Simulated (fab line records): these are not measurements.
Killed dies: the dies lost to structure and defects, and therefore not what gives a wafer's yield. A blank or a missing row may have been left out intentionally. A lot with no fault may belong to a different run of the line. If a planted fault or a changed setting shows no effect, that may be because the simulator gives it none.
fab line records -- flow sky130
record lots=6, wafers=18, last_day=50
route steps=708 shown LOCAL_INTERCONNECT@402 CONTACT@406 PAD_OPEN@708
lots untouched by any fault: they come from a run of this same line in which no faults occurred
start_h: hours from the record's first day to the start of the lot's first wafer shown -- wait_h: hours since the lot's step before -- " repeats the value in the row above -- L1.1+2: one row covering several wafers at once -- - no value present, or no start provided -- * or withheld: withheld -- < > ~ a bound
route shown NAME@n: NAME is a module with steps in the file, n the number in the route of the first one -- usual: mean/standard deviation of fault-free wafers -- same: alike in all rows -- chamber/n: place in a boat -- sites: the reading at each site -- _std_site: standard deviation across them -- _edge_site: mean of outer sites minus mean of inner sites -- radius_mm: how far each site lies from the wafer's centre -- mask NAME#n: copy n -- behind: the most recent tool/chamber to have shaped the wafer -- hold: why the lot was held/for how many hours/how that ended -- device: names the non-switching transistor (n, p or np) -- end of line: tests of these same wafers at the route's end -- a step without rows: its recipe alone -- killed: at the first sort, the dies lost to defects and structure; wafer yield is something else -- map: per-die view of a wafer (x killed, . not killed, _ where there is no die)
set.NAME: the run value of the setting; set.NAME@STEP: its run value at that earlier step -- model.NAME: the simulator's own value behind a step, which no gauge read
a table for each step, a row for each wafer; lots at some steps of the route
services: when a tool's chamber went out of use (start_h, in hours from the record's first day, below 0 if earlier), for how many hours, and the reason
## steps
# step SKY_LOCAL_INTERCONNECT_STRIP_15
# recipe chemistry=O2/N2, power_w=1400, pressure_mtorr=1500, platen_temp_c=withheld, o2_flow_sccm=3000, n2_flow_sccm=300, overash_fraction=0.5
# usual drypump_motor_current_A=5.6/0.35, o2_flow_sccm=3000/8.4, oes_product_au=0.427/0.0046, strip_time_to_endpoint_s=4.725/0.019
# same overash_fraction=0.5
lot.wafer,tool,chamber,start_h,wait_h,drypump_motor_current_A,o2_flow_sccm,oes_product_au,rf_hours_counter_h,strip_time_to_endpoint_s
L304.3,plasma_asher-02,0,769.15,0.1,5.6,2989,0.433,-,4.731
L304.4,plasma_asher-02,1,769.15,0.1,5.5,2996,0.422,-,4.737
L304.6,plasma_asher-02,1,769.15,0.1,5.5,2997,0.416,-,4.729
L307.2,plasma_asher-03,1,798.47,0.0,6.0,3002,0.428,5,4.711
L307.5,plasma_asher-03,0,798.47,0.0,5.1,2996,0.425,-,4.707
L307.6,plasma_asher-03,1,798.47,0.0,6.0,3010,0.428,-,4.708
L314.1,plasma_asher-03,0,839.02,0.0,5.1,2997,0.423,9,4.674
L314.4,plasma_asher-03,1,839.02,0.0,6.0,3003,0.427,-,4.730
L314.5,plasma_asher-03,0,839.02,0.0,5.1,2993,0.426,-,4.682
L315.4,plasma_asher-02,1,851.47,0.1,5.5,2999,0.428,-,4.738
L315.5,plasma_asher-02,0,851.47,0.1,5.6,2986,0.432,-,4.739
L315.6,plasma_asher-02,1,851.47,0.1,5.5,2989,0.428,-,4.731
L318.1,plasma_asher-02,1,872.48,0.0,5.5,3000,0.423,70,4.712
L318.4,plasma_asher-02,0,872.48,0.0,5.6,2993,0.425,-,4.719
L318.5,plasma_asher-02,1,872.48,0.0,5.4,3003,0.422,-,4.731
L320.1,plasma_asher-03,1,881.82,0.0,6.0,3015,0.437,14,4.731
L320.2,plasma_asher-03,0,881.82,0.0,5.1,3006,0.434,14,4.741
L320.3,plasma_asher-03,1,881.82,0.0,6.0,2999,0.428,-,4.736
# step SKY_LOCAL_INTERCONNECT_STRIP_16
# recipe chemistry=post_etch_residue_remover, time_s=1200, temp_c=72.5
# step SKY_LOCAL_INTERCONNECT_CLEAN_17
# recipe chemistry=IPA, time_s=180, temp_c=25
# step SKY_LOCAL_INTERCONNECT_CLEAN_18
# recipe chemistry=O3/DIW, dry=n2_spin
# step SKY_CONTACT_CVD_00
# recipe material=Si3N4, target_thk_nm=75, temp_c=400, time_s=withheld, rf_w=450
# usual heater_power_w=705/82
lot.wafer,tool,chamber,start_h,wait_h,heater_power_w
L304.3,pecvd-01,2,769.80,0.0,746
L304.4,pecvd-01,2,769.80,0.0,757
L304.6,pecvd-01,0,769.80,0.0,670
L307.2,pecvd-01,0,799.07,0.0,621
L307.5,pecvd-01,1,799.07,0.0,803
L307.6,pecvd-01,0,799.07,0.0,602
L314.1,pecvd-02,1,839.65,0.0,663
L314.4,pecvd-02,1,839.65,0.0,657
L314.5,pecvd-02,2,839.65,0.0,728
L315.4,pecvd-01,2,852.39,0.0,775
L315.5,pecvd-01,2,852.39,0.0,753
L315.6,pecvd-01,1,852.39,0.0,804
L318.1,pecvd-01,0,873.50,0.0,620
L318.4,pecvd-01,0,873.50,0.0,629
L318.5,pecvd-01,2,873.50,0.0,711
L320.1,pecvd-04,0,882.90,0.0,720
L320.2,pecvd-04,1,882.90,0.0,655
L320.3,pecvd-04,2,882.90,0.0,652
# step SKY_CONTACT_THK_MEAS_01
# recipe reads=Si3N4_of_CONTACT_CVD_00
# usual CONTACT_CVD_00_THK=74.9/1
lot.wafer,tool,chamber,start_h,wait_h,CONTACT_CVD_00_THK[nm]
L304.3,film_metro-02,-,769.85,-,74.5
L304.4,film_metro-02,-,769.85,-,75.7
L304.6,film_metro-02,-,769.85,-,75.1
L307.2,film_metro-02,-,799.11,-,73.3
L307.5,film_metro-02,-,799.11,-,74.7
L307.6,film_metro-02,-,799.11,-,75.3
L314.1,film_metro-04,-,839.68,-,74.5
L314.4,film_metro-04,-,839.68,-,75.8
L314.5,film_metro-04,-,839.68,-,76.5
L315.4,film_metro-02,-,852.45,-,75.7
L315.5,film_metro-02,-,852.45,-,76.3
L315.6,film_metro-02,-,852.45,-,75.3
L318.1,film_metro-01,-,873.54,-,74.0
L318.4,film_metro-01,-,873.54,-,75.5
L318.5,film_metro-01,-,873.54,-,76.5
L320.1,film_metro-01,-,882.94,-,75.1
L320.2,film_metro-01,-,882.94,-,74.6
L320.3,film_metro-01,-,882.94,-,74.1
# step SKY_CONTACT_HDPCVD_02
# recipe material=SiO2, target_thk_nm=565, sigma_open_frac=0.3, time_s=94.2, temp_c=600, sih4_flow_sccm=60, pressure_mtorr=6
# step SKY_CONTACT_THK_MEAS_03
# recipe reads=SiO2_of_CONTACT_HDPCVD_02
# usual CONTACT_HDPCVD_THK=567/6.4
lot.wafer,tool,chamber,start_h,wait_h,CONTACT_HDPCVD_THK[nm]
L304.3,film_metro-04,-,769.98,0.1,564
L304.4,film_metro-04,-,769.98,0.1,558
L304.6,film_metro-04,-,769.98,0.1,561
L307.2,film_metro-01,-,799.24,0.0,569
L307.5,film_metro-01,-,799.24,0.0,569
L307.6,film_metro-01,-,799.24,0.0,575
L314.1,film_metro-02,-,839.81,0.0,571
L314.4,film_metro-02,-,839.81,0.0,575
L314.5,film_metro-02,-,839.81,0.0,576
L315.4,film_metro-04,-,852.58,0.0,580
L315.5,film_metro-04,-,852.58,0.0,569
L315.6,film_metro-04,-,852.58,0.0,565
L318.1,film_metro-04,-,873.66,0.0,573
L318.4,film_metro-04,-,873.66,0.0,564
L318.5,film_metro-04,-,873.66,0.0,563
L320.1,film_metro-02,-,883.07,0.0,560
L320.2,film_metro-02,-,883.07,0.0,565
L320.3,film_metro-02,-,883.07,0.0,561
# step SKY_CONTACT_CMP_04
# recipe material=SiO2, down_force_psi=4, platen_rpm=60, pad_velocity_m_s=0.94248
# usual motor_current_A=11.2/1.2, time_to_endpoint_s=84/4.9
lot.wafer,tool,chamber,start_h,wait_h,motor_current_A,time_to_endpoint_s
L304.4,cmp-02,2,770.02,0.0,10.4,80
L304.3,cmp-02,3,770.02,0.0,9.7,87
L304.6,cmp-02,2,770.02,0.0,10.8,78
L307.2,cmp-01,3,799.44,0.2,11.2,84
L307.5,cmp-01,0,799.44,0.2,11.0,85
L307.6,cmp-01,1,799.44,0.2,11.0,90
L314.4,cmp-01,1,839.87,0.0,11.9,86
L314.1,cmp-01,2,839.87,0.0,9.8,87
L314.5,cmp-01,1,839.87,0.0,11.3,84
L315.4,cmp-02,0,852.76,0.2,12.7,88
L315.6,cmp-02,1,852.76,0.2,13.7,90
L315.5,cmp-02,2,852.76,0.2,10.7,83
L318.1,cmp-01,1,873.82,0.1,11.5,88
L318.4,cmp-01,2,873.82,0.1,10.8,87
L318.5,cmp-01,3,873.82,0.1,10.7,80
L320.1,cmp-02,2,883.18,0.1,11.0,84
L320.3,cmp-02,3,883.18,0.1,9.7,91
L320.2,cmp-02,0,883.18,0.1,12.7,82
# step SKY_CONTACT_BOW_MEAS_05
# recipe mode=bow
# usual CONTACT_BOW=82/6.8
lot.wafer,tool,chamber,start_h,wait_h,CONTACT_BOW[um]
L304.3,film_metro-02,-,770.36,0.2,89
L304.4,film_metro-02,-,770.36,0.2,86
L304.6,film_metro-02,-,770.36,0.2,88
L307.2,film_metro-04,-,799.61,0.1,81
L307.5,film_metro-04,-,799.61,0.1,82
L307.6,film_metro-04,-,799.61,0.1,79
L314.1,film_metro-01,-,840.17,0.2,80
L314.4,film_metro-01,-,840.17,0.2,83
L314.5,film_metro-01,-,840.17,0.2,94
L315.4,film_metro-04,-,852.97,0.2,83
L315.5,film_metro-04,-,852.97,0.2,76
L315.6,film_metro-04,-,852.97,0.2,84
L318.1,film_metro-04,-,874.02,0.1,78
L318.4,film_metro-04,-,874.02,0.1,83
L318.5,film_metro-04,-,874.02,0.1,82
L320.1,film_metro-02,-,883.43,0.2,77
L320.2,film_metro-02,-,883.43,0.2,81
L320.3,film_metro-02,-,883.43,0.2,94
# step SKY_CONTACT_DEHYDRATE_06
# recipe temp_c=200, time_s=60
# step SKY_CONTACT_HMDS_07
# recipe prime_time_s=60, prime_temp_c=120
# step SKY_CONTACT_COAT_08
# recipe resist=BARC, temp_c=withheld, time_s=withheld, spin_rpm=3000, resist_thk_nm=60
# usual spin_speed_rpm=2999.8/2
lot.wafer,tool,chamber,start_h,wait_h,spin_speed_rpm
L304.3,litho_track-01,0,783.81,0.1,3004.0
L304.4,litho_track-01,0,783.81,0.1,3003.5
L304.6,litho_track-01,0,783.81,0.1,3003.8
L307.2,litho_track-04,0,812.53,0.1,2997.3
L307.5,litho_track-04,0,812.53,0.1,2999.6
L307.6,litho_track-04,0,812.53,0.1,2996.0
L314.1,litho_track-01,0,852.81,0.1,2268.5
L314.4,litho_track-01,0,852.81,0.1,2269.4
L314.5,litho_track-01,0,852.81,0.1,2272.2
L315.4,litho_track-01,0,865.68,0.1,2273.3
L315.5,litho_track-01,0,865.68,0.1,2268.8
L315.6,litho_track-01,0,865.68,0.1,2268.1
L318.1,litho_track-03,0,886.35,0.1,3001.1
L318.4,litho_track-03,0,886.35,0.1,2999.6
L318.5,litho_track-03,0,886.35,0.1,2999.7
L320.1,litho_track-04,0,895.81,0.1,2999.9
L320.2,litho_track-04,0,895.81,0.1,2997.4
L320.3,litho_track-04,0,895.81,0.1,2998.8
# step SKY_CONTACT_COAT_09
# recipe resist=KrF-thick, spin_rpm=3000, resist_thk_nm=450
# step SKY_CONTACT_SOFTBAKE_10
# recipe temp_c=100, time_s=90, resist=KrF-thick
# step SKY_CONTACT_EXPOSE_11
# recipe mask_id=CTM1, na=0.8, source_shape=annular, sigma_inner=0.55, sigma_outer=0.85, target_cd_nm=170, dose_mj=38
# step SKY_CONTACT_PEB_12
# recipe peb_temp_c=withheld, peb_time_s=withheld, resist=KrF-thick
# step SKY_CONTACT_DEVELOP_13
# recipe develop_time_s=60, resist=KrF-thick, dev_temp_c=21
# step SKY_CONTACT_CD_MEAS_14
# recipe target_cd_nm=170
# usual cd_nm=170.0/1.5
lot.wafer,tool,chamber,start_h,wait_h,cd_nm
L304.3,cd_sem-02,-,797.70,-,169.0
L304.4,cd_sem-02,-,797.70,-,169.5
L304.6,cd_sem-02,-,797.70,-,170.6
L307.2,cd_sem-01,-,825.93,-,170.6
L307.5,cd_sem-01,-,825.93,-,171.8
L307.6,cd_sem-01,-,825.93,-,171.2
L314.1,cd_sem-01,-,866.31,-,173.7
L314.4,cd_sem-01,-,866.31,-,173.9
L314.5,cd_sem-01,-,866.31,-,172.4
L315.4,cd_sem-02,-,878.77,-,170.8
L315.5,cd_sem-02,-,878.77,-,171.7
L315.6,cd_sem-02,-,878.77,-,171.1
L318.1,cd_sem-01,-,899.60,-,169.7
L318.4,cd_sem-01,-,899.60,-,169.1
L318.5,cd_sem-01,-,899.60,-,168.7
L320.1,cd_sem-01,-,908.46,-,172.8
L320.2,cd_sem-01,-,908.46,-,171.6
L320.3,cd_sem-01,-,908.46,-,172.7
# step SKY_CONTACT_OVL_MEAS_15
# usual CONTACT_OVL=2/5.5
lot.wafer,tool,chamber,start_h,wait_h,CONTACT_OVL[nm]
L304.3,overlay-01,-,797.79,0.1,7
L304.4,overlay-01,-,797.79,0.1,2
L304.6,overlay-01,-,797.79,0.1,8
L307.2,overlay-01,-,826.03,0.1,-8
L307.5,overlay-01,-,826.03,0.1,-11
L307.6,overlay-01,-,826.03,0.1,-12
L314.1,overlay-02,-,866.43,0.1,6
L314.4,overlay-02,-,866.43,0.1,9
L314.5,overlay-02,-,866.43,0.1,4
L315.4,overlay-01,-,878.84,0.1,0
L315.5,overlay-01,-,878.84,0.1,2
L315.6,overlay-01,-,878.84,0.1,1
L318.1,overlay-01,-,899.72,0.1,-1
L318.4,overlay-01,-,899.72,0.1,6
L318.5,overlay-01,-,899.72,0.1,9
L320.1,overlay-02,-,908.58,0.1,-4
L320.2,overlay-02,-,908.58,0.1,-7
L320.3,overlay-02,-,908.58,0.1,-7
# step SKY_CONTACT_ETCH_16
# recipe chemistry=N2/H2, target=BARC, ion_energy_ev=200, source_w=500, bias_w=100, pressure_mtorr=30, n2_flow_sccm=100, h2_flow_sccm=200, stop_on=SiO2, time_s=45.9, target_depth_a=600
# usual bias_w=100.03/0.29, drypump_motor_current_A=5.8/0.5, oes_product_au=0.855/0.0048, throttle_valve_pct=13.225/0.008
lot.wafer,tool,chamber,start_h,wait_h,bias_w,drypump_motor_current_A,oes_product_au,rf_hours_counter_h,throttle_valve_pct,model.etch.depth_nm
L304.3,rie_diel-04,1,797.81,0.0,100.10,6.6,0.856,5,13.220,60.1
L304.4,rie_diel-04,2,797.81,0.0,100.13,5.9,0.854,-,13.216,60.11
L304.6,rie_diel-04,3,797.81,0.0,100.44,5.3,0.855,-,13.233,60.11
L307.2,rie_diel-02,2,826.06,0.0,100.22,5.5,0.855,19,13.223,59.89
L307.5,rie_diel-02,3,826.06,0.0,100.16,6.1,0.849,-,13.231,59.82
L307.6,rie_diel-02,2,826.06,0.0,100.14,5.5,0.848,-,13.217,59.73
L314.1,rie_diel-04,1,866.47,0.0,99.52,6.6,0.927,8,13.224,69.14
L314.4,rie_diel-04,0,866.47,0.0,100.10,6.4,0.931,0,13.233,69.1
L314.5,rie_diel-04,0,866.47,0.0,99.87,6.3,0.932,-,13.241,69.27
L315.4,rie_diel-02,1,878.86,0.0,100.09,5.6,0.920,9,13.218,68.85
L315.5,rie_diel-02,3,878.86,0.0,100.04,6.0,0.927,-,13.232,68.69
L315.6,rie_diel-02,2,878.86,0.0,100.28,5.5,0.922,-,13.238,69.1
L318.1,rie_diel-03,1,899.76,0.0,99.79,5.0,0.854,25,13.227,60.03
L318.4,rie_diel-03,0,899.76,0.0,100.51,5.9,0.861,18,13.229,60.05
L318.5,rie_diel-03,0,899.76,0.0,100.60,5.9,0.854,-,13.220,60.05
L320.1,rie_diel-04,3,908.62,0.0,100.01,5.3,0.858,8,13.228,59.98
L320.2,rie_diel-04,0,908.62,0.0,100.07,6.4,0.854,2,13.235,59.97
L320.3,rie_diel-04,2,908.62,0.0,99.74,5.8,0.853,9,13.218,60.25
# step SKY_CONTACT_ETCH_17
# recipe target=SiO2, chemistry=C4F8/O2/Ar, stop_on=Si3N4, mask_material=KrF-thick, source_w=1500, bias_w=1200, pressure_mtorr=40, c4f8_flow_sccm=withheld, O2_flow_sccm=6, Ar_flow_sccm=300, time_s=withheld, target_depth_a=3400
# usual bias_w=1200/3.9, oes_product_au=0.892/0.005
lot.wafer,tool,chamber,start_h,wait_h,bias_w,oes_product_au
L304.3,rie_diel-04,1,797.85,0.0,1202,0.896
L304.4,rie_diel-04,2,797.85,0.0,1205,0.886
L304.6,rie_diel-04,3,797.85,0.0,1201,0.885
L307.2,rie_diel-02,2,826.10,0.0,1205,0.890
L307.5,rie_diel-02,3,826.10,0.0,1200,0.894
L307.6,rie_diel-02,2,826.10,0.0,1194,0.893
L314.1,rie_diel-04,1,866.51,0.0,1201,0.897
L314.4,rie_diel-04,0,866.51,0.0,1204,0.889
L314.5,rie_diel-04,0,866.51,0.0,1203,0.891
L315.4,rie_diel-02,1,878.91,0.0,1196,0.890
L315.5,rie_diel-02,3,878.91,0.0,1193,0.892
L315.6,rie_diel-02,2,878.91,0.0,1203,0.892
L318.1,rie_diel-03,1,899.80,0.0,1201,0.885
L318.4,rie_diel-03,0,899.80,0.0,1204,0.892
L318.5,rie_diel-03,0,899.80,0.0,1206,0.888
L320.1,rie_diel-04,3,908.66,0.0,1202,0.889
L320.2,rie_diel-04,0,908.66,0.0,1190,0.892
L320.3,rie_diel-04,2,908.66,0.0,1201,0.894
# step SKY_CONTACT_ETCH_18
# recipe target=Si3N4, chemistry=CHF3/O2, stop_on=TiN, source_w=600, bias_w=200, pressure_mtorr=40, chf3_flow_sccm=50, O2_flow_sccm=5, time_s=39, target_depth_a=750
# usual bias_w=200.0/0.59, drypump_motor_current_A=5.8/0.5, oes_product_au=0.854/0.0078, throttle_valve_pct=8.793/0.0091
lot.wafer,tool,chamber,start_h,wait_h,bias_w,drypump_motor_current_A,oes_product_au,rf_hours_counter_h,throttle_valve_pct
L304.3,rie_diel-04,1,-,-,199.9,6.6,0.848,5,8.799
L304.4,rie_diel-04,2,-,-,201.0,5.8,0.863,-,8.794
L304.6,rie_diel-04,3,-,-,199.7,5.2,0.856,-,8.783
L307.2,rie_diel-02,2,-,-,199.5,5.5,0.834,19,8.773
L307.5,rie_diel-02,3,-,-,200.8,6.0,0.855,-,8.790
L307.6,rie_diel-02,2,-,-,199.7,5.5,0.857,-,8.779
L314.1,rie_diel-04,1,-,-,201.4,6.6,0.855,8,8.800
L314.4,rie_diel-04,0,-,-,199.7,6.4,0.859,0,8.791
L314.5,rie_diel-04,0,-,-,199.5,6.4,0.868,-,8.788
L315.4,rie_diel-02,1,-,-,199.6,5.6,0.853,9,8.792
L315.5,rie_diel-02,3,-,-,199.9,6.0,0.864,-,8.789
L315.6,rie_diel-02,2,-,-,200.6,5.5,0.856,-,8.794
L318.1,rie_diel-03,1,-,-,200.4,4.9,0.844,25,8.800
L318.4,rie_diel-03,0,-,-,199.1,5.9,0.864,18,8.796
L318.5,rie_diel-03,0,-,-,199.8,5.9,0.864,-,8.800
L320.1,rie_diel-04,3,-,-,199.7,5.2,0.853,8,8.805
L320.2,rie_diel-04,0,-,-,199.8,6.3,0.853,2,8.800
L320.3,rie_diel-04,2,-,-,200.5,5.8,0.850,9,8.788
# step SKY_CONTACT_STRIP_19
# recipe chemistry=O2/N2, power_w=1400, pressure_mtorr=1500, platen_temp_c=withheld, o2_flow_sccm=3000, n2_flow_sccm=300, overash_fraction=0.5
# usual drypump_motor_current_A=5.8/0.33, o2_flow_sccm=3001/7.9, oes_product_au=0.381/0.0048, strip_time_to_endpoint_s=3.619/0.028
# same overash_fraction=0.5
lot.wafer,tool,chamber,start_h,wait_h,drypump_motor_current_A,o2_flow_sccm,oes_product_au,rf_hours_counter_h,strip_time_to_endpoint_s
L304.3,plasma_asher-01,1,797.98,-,5.6,3011,0.384,-,3.648
L304.4,plasma_asher-01,0,797.98,-,6.4,2993,0.377,-,3.601
L304.6,plasma_asher-01,0,797.98,-,6.3,3004,0.380,-,3.620
L307.2,plasma_asher-04,0,826.19,-,5.6,2993,0.374,39,3.577
L307.5,plasma_asher-04,1,826.19,-,5.9,2999,0.378,-,3.618
L307.6,plasma_asher-04,0,826.19,-,5.6,2994,0.381,-,3.556
L314.1,plasma_asher-04,1,866.60,-,5.9,3002,0.376,44,3.729
L314.4,plasma_asher-04,0,866.60,-,5.7,3013,0.390,-,3.753
L314.5,plasma_asher-04,1,866.60,-,5.9,2996,0.386,-,3.750
L315.4,plasma_asher-04,1,879.03,-,5.9,3003,0.386,-,3.729
L315.5,plasma_asher-04,1,879.03,-,5.9,3008,0.384,-,3.702
L315.6,plasma_asher-04,0,879.03,-,5.6,3003,0.391,-,3.674
L318.1,plasma_asher-04,1,899.89,-,5.9,3000,0.381,47,3.597
L318.4,plasma_asher-04,1,899.89,-,5.9,3008,0.378,-,3.654
L318.5,plasma_asher-04,0,899.89,-,5.6,2997,0.380,-,3.648
L320.1,plasma_asher-01,1,908.75,-,5.6,3007,0.382,108,3.572
L320.2,plasma_asher-01,0,908.75,-,6.4,2996,0.373,108,3.646
L320.3,plasma_asher-01,0,908.75,-,6.4,2992,0.376,-,3.597
# step SKY_CONTACT_STRIP_20
# recipe chemistry=post_etch_residue_remover, time_s=1200, temp_c=72.5
# step SKY_PAD_OPEN_PROBE_99
# usual killed_at_M0_to_M3=43/7.9, killed_at_M4_up=2.9/1.8, killed_at_contacts=24/5.5, killed_at_front_end=15/4.2, killed_at_other=0.2/0.46, killed_dies=86/11, killed_on_rim=17/4.1, killed_open=47/8.1, killed_short=39/6.4
# same gross_dies=492, killed_at_back_side=0
lot.wafer,tool,chamber,start_h,wait_h,killed_at_M0_to_M3,killed_at_M4_up,killed_at_contacts,killed_at_front_end,killed_at_other,killed_dies,killed_on_rim,killed_open,killed_short
L304.3,prober-01,-,1123.11,0.2,42,2,20,11,0,75,19,42,33
L304.4,prober-01,-,1123.16,0.2,41,5,44,22,0,112,25,62,50
L304.6,prober-01,-,1123.26,0.2,53,2,36,17,2,110,18,59,51
L307.2,prober-01,-,1149.38,0.1,37,9,31,24,0,101,14,49,52
L307.5,prober-01,-,1149.53,0.2,38,2,26,9,0,75,21,30,45
L307.6,prober-01,-,1149.58,0.2,44,5,22,11,0,82,15,40,42
L315.4,prober-01,-,1182.76,0.2,48,5,29,14,0,96,16,53,43
L315.5,prober-01,-,1182.81,0.2,55,4,18,14,2,93,18,51,42
L315.6,prober-01,-,1182.86,0.2,55,1,30,6,0,92,20,52,40
L320.1,prober-02,-,1200.66,0.1,34,2,16,18,0,70,17,31,39
L320.2,prober-02,-,1200.71,0.1,38,1,24,16,0,79,13,40,39
L320.3,prober-02,-,1200.76,0.2,37,1,24,19,0,81,14,42,39
# killed by level:class
L304.3 VIA1:geometric_particle:open=11 CONTACT:geometric_particle:open=10 METAL2:geometric_particle:short=6 VIA2:geometric_particle:open=6 POLY_GATE:geometric_particle:short=5 LI_CONTACT:geometric_particle:open=5 VIA3:geometric_particle:open=4 METAL3:geometric_particle:short=4
L304.4 CONTACT:geometric_particle:open=18 VIA1:geometric_particle:open=12 METAL1:geometric_particle:short=9 FIELD_ISO:geometric_particle:open=7 LOCAL_INTERCONNECT:geometric_particle:short=7 FIELD_ISO:geometric_particle:short=6 LI_CONTACT:geometric_particle:open=6 CONTACT:geometric_particle:short=6
L304.6 VIA1:geometric_particle:open=12 CONTACT:geometric_particle:open=11 CONTACT:geometric_particle:short=11 VIA2:geometric_particle:open=8 LI_CONTACT:geometric_particle:open=7 POLY_GATE:geometric_particle:open=6 METAL2:geometric_particle:short=6 POLY_GATE:geometric_particle:short=5
L307.2 CONTACT:geometric_particle:open=9 CONTACT:geometric_particle:short=9 POLY_GATE:geometric_particle:open=8 VIA1:geometric_particle:open=8 METAL4:geometric_particle:short=8 VIA2:geometric_particle:open=7 FIELD_ISO:geometric_particle:open=6 LOCAL_INTERCONNECT:geometric_particle:short=5
L307.5 CONTACT:geometric_particle:open=9 VIA1:geometric_particle:short=9 METAL2:geometric_particle:short=7 CONTACT:geometric_particle:short=6 VIA1:geometric_particle:open=6 LI_CONTACT:geometric_particle:open=5 LOCAL_INTERCONNECT:geometric_particle:short=5 METAL3:geometric_particle:short=5
L307.6 VIA1:geometric_particle:open=12 LI_CONTACT:geometric_particle:open=8 VIA1:geometric_particle:short=8 CONTACT:geometric_particle:open=6 METAL2:geometric_particle:short=6 FIELD_ISO:geometric_particle:short=4 CONTACT:geometric_particle:short=4 METAL1:geometric_particle:short=4
L315.4 LI_CONTACT:geometric_particle:open=13 VIA1:geometric_particle:open=10 VIA3:geometric_particle:open=6 CONTACT:geometric_particle:short=6 VIA2:geometric_particle:open=6 FIELD_ISO:geometric_particle:open=5 METAL2:geometric_particle:short=5 CONTACT:geometric_particle:open=5
L315.5 VIA1:geometric_particle:open=12 LI_CONTACT:geometric_particle:open=9 VIA3:geometric_particle:open=7 VIA2:geometric_particle:short=6 METAL2:geometric_particle:short=6 VIA2:geometric_particle:open=6 FIELD_ISO:geometric_particle:open=5 VIA1:geometric_particle:short=5
L315.6 VIA2:geometric_particle:open=13 VIA1:geometric_particle:open=12 LI_CONTACT:geometric_particle:open=11 CONTACT:geometric_particle:open=7 METAL2:geometric_particle:short=6 CONTACT:geometric_particle:short=5 VIA1:geometric_particle:short=5 LOCAL_INTERCONNECT:geometric_particle:short=4
L320.1 FIELD_ISO:geometric_particle:short=11 METAL1:geometric_particle:short=6 VIA3:geometric_particle:open=6 LI_CONTACT:geometric_particle:open=5 FIELD_ISO:geometric_particle:open=4 CONTACT:geometric_particle:open=4 VIA1:geometric_particle:short=4 VIA1:geometric_particle:open=4
L320.2 METAL1:geometric_particle:short=8 CONTACT:geometric_particle:open=7 VIA3:geometric_particle:open=7 FIELD_ISO:geometric_particle:open=6 CONTACT:geometric_particle:short=6 METAL3:geometric_particle:short=6 LI_CONTACT:geometric_particle:open=5 FIELD_ISO:geometric_particle:short=4
L320.3 CONTACT:geometric_particle:open=8 VIA1:geometric_particle:open=6 VIA2:geometric_particle:open=6 LI_CONTACT:geometric_particle:open=5 LOCAL_INTERCONNECT:geometric_particle:short=5 VIA1:geometric_particle:short=5 VIA3:geometric_particle:open=5 POLY_GATE:geometric_particle:open=4
## services
tool,chamber,start_h,hours,kind
cmp-01,-,750.27,3.1,repair
pecvd-01,1,757.66,2.1,scheduled_down
pecvd-01,1,759.79,5.5,scheduled_down
pecvd-01,-,779.58,0.6,repair
cmp-01,-,784.90,1.9,repair
rie_diel-04,0,793.97,5.3,repair
pecvd-04,-,801.44,2.8,pm
plasma_asher-02,-,804.10,0.6,repair
pecvd-01,1,818.12,-,clean
plasma_asher-02,-,825.14,4.0,pm
cmp-01,-,826.16,7.2,pm
plasma_asher-04,-,830.09,0.3,repair
plasma_asher-02,-,832.77,9.1,repair
rie_diel-04,-,834.47,0.9,repair
rie_diel-04,0,837.83,-,clean
rie_diel-04,0,837.83,16.4,scheduled_down
rie_diel-04,0,837.83,16.4,vent_cycle
pecvd-01,0,849.08,7.2,repair
rie_diel-02,1,868.69,4.5,repair
pecvd-01,-,869.32,0.6,repair
rie_diel-04,-,890.11,0.7,repair
rie_diel-02,-,892.52,16.9,repair
cmp-02,-,897.99,7.2,pm
pecvd-04,-,902.64,0.4,repair
## key
first_sign step=SKY_CONTACT_COAT_08, reading=spin_speed_rpm, direction=down, sigmas=99+, usual=2999.8, struck=2270.0
effect step=SKY_CONTACT_ETCH_16, reading=oes_product_au, direction=up, sigmas=15, usual=0.855, struck=0.926
effect step=SKY_CONTACT_STRIP_19, reading=strip_time_to_endpoint_s, direction=up, sigmas=3.7, usual=*, struck=*
model_effect step=SKY_CONTACT_ETCH_16, value=etch.depth_nm, without=60.03, struck=69.02
met_at SKY_CONTACT_COAT_08
struck_wafers L314.1,L314.4,L314.5,L315.4,L315.5,L315.6
tester_left_out L314,L315
onset_between 783.81 852.81
fault kind=process_parameter_drift, tool=litho_track-01, chamber=-, onset_h=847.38, steps=SKY_CONTACT_COAT_08, channel=spin_rpm, offset=-730.68, shape=step, end_h=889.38, acts_in=these_recipes_only, stated=3000
# tester_left_out: of these lots the tester's yield and bins aren't shown, on N5 and GAA mostly nor the transistor test; their killed dies are dies lost to structure and defects alone, not to doping, threshold or leakage, so they don't give the yield
